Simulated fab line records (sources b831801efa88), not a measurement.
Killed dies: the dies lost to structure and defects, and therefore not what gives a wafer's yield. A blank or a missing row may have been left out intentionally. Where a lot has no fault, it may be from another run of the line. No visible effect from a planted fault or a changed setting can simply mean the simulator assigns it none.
What tool caused it? / flow gf180mcu / 6 lots (18 wafers sampled), 1 step of a 602-step route

WHAT THE GAUGES READ, wafer by wafer
GF_V3_RS_MEAS_24: measures by four-point-probe.
lot=L880; measured=day 24 03:46; on=filmMetro-03; V3_W_RS (ohm/sq)=0.323 0.324 0.324
lot=L883; measured=day 24 20:12; on=filmMetro-04; V3_W_RS (ohm/sq)=0.323 0.320 0.323
lot=L884; measured=day 25 02:05; on=filmMetro-01; V3_W_RS (ohm/sq)=0.327 0.331 0.326
lot=L887; measured=day 26 04:22; on=filmMetro-04; V3_W_RS (ohm/sq)=0.327 0.328 0.324
lot=L891; measured=day 27 09:07; on=filmMetro-01; V3_W_RS (ohm/sq)=0.326 0.329 0.327
lot=L897; measured=day 29 00:27; on=filmMetro-03; V3_W_RS (ohm/sq)=0.329 0.328 0.330

WHAT TOOL EACH LOT RAN ON (gives the tool, then ch and the chambers of the sampled wafers, and finally the start)
Record: no process step prior to these readings.

THE ANSWER, worked out from the rows above alone
Rule: what is usual is taken from the lots themselves. Put in order of their means at a reading, lots are off if they are a third of the lots or fewer, leave a main group of 4 or more, and stand apart from it by a gap of 3 or more times the standard deviation of the main group's means; of several such gaps the widest counts. The tables above print the reading to a certain number of digits; a main group whose means all agree to those digits is not used. Also off: a lot with no number at a reading for which 4 or more lots have one. All remaining lots with rows at the step are treated as sound.
No lot is off at any reading shown: from this, nothing can be told.

WHAT WAS PUT IN BY THE SIMULATOR
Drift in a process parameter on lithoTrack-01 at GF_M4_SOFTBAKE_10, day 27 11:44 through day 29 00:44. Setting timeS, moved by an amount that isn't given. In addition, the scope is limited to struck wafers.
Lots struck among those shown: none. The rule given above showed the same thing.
